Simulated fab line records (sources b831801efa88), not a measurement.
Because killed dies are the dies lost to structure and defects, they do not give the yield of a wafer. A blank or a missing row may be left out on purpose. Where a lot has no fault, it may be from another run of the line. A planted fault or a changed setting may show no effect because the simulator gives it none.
One fault through the eyes of 2 desks || flow gf180mcu || numbers are kept per desk, each desk with only its own; the story behind them comes last

## THE METROLOGY DESK
What the gauges read, lot by lot, whatever tool the lot ran on: means of the sampled wafers that have a number. The brackets show how far a lot's mean lies from the usual mean; more than 4 standard deviations puts the lot out of limits, marked OUT.
Columns: A = M4_OVL at GF_M4_OVL_MEAS_15, usual 2 nm
{"lot": "L341", "first seen here": "day 23 01:29", "A": 4}
{"lot": "L342", "first seen here": "day 23 13:04", "A": -1}
{"lot": "L344", "first seen here": "day 24 07:48", "A": -2}
{"lot": "L346", "first seen here": "day 24 20:30", "A": -1}
{"lot": "L347", "first seen here": "day 25 13:47", "A": 4}
{"lot": "L348", "first seen here": "day 26 04:06", "A": 3}
{"lot": "L349", "first seen here": "day 26 07:53", "A": 6}
{"lot": "L353", "first seen here": "day 27 19:16", "A": 9}
{"lot": "L352", "first seen here": "day 27 19:37", "A": 9}
{"lot": "L354", "first seen here": "day 28 02:28", "A": 8}
{"lot": "L360", "first seen here": "day 29 11:02", "A": 4}
{"lot": "L362", "first seen here": "day 29 21:06", "A": -2}
{"lot": "L363", "first seen here": "day 30 04:56", "A": 8}
{"lot": "L364", "first seen here": "day 30 12:07", "A": 2}
Finding of this desk: none of the 14 lots has anything out of limits.

## TOOL OWNER'S DESK, pvd-sputter-01
The tool's own readings at GF_MIM_SPUTTER_09 (material TiN, target thk 35 nm, time 29.2 s): means of the sampled wafers that have a number, for each lot that ran on this tool. The brackets show how far a lot's mean lies from the usual mean; more than 4 standard deviations puts the lot out of limits, marked OUT.
Columns: A = throttle-valve-pct at GF_MIM_SPUTTER_09, usual 30.2 %
{"lot": "L344", "first seen here": "day 25 08:52", "A": 29.9}
{"lot": "L352", "first seen here": "day 28 18:56", "A": 30.1}
{"lot": "L360", "first seen here": "day 30 08:44", "A": 30.7}
{"lot": "L362", "first seen here": "day 30 18:40", "A": 29.6}
{"lot": "L363", "first seen here": "day 31 02:26", "A": 29.9}
Finding of this desk: none of the 5 lots has anything out of limits.

## ALL TOGETHER
From the metrology desk's view, nothing was out of limits.
Nothing out of limits was seen by the tool owner's desk.

## WHAT THE SIMULATOR HAD PUT IN
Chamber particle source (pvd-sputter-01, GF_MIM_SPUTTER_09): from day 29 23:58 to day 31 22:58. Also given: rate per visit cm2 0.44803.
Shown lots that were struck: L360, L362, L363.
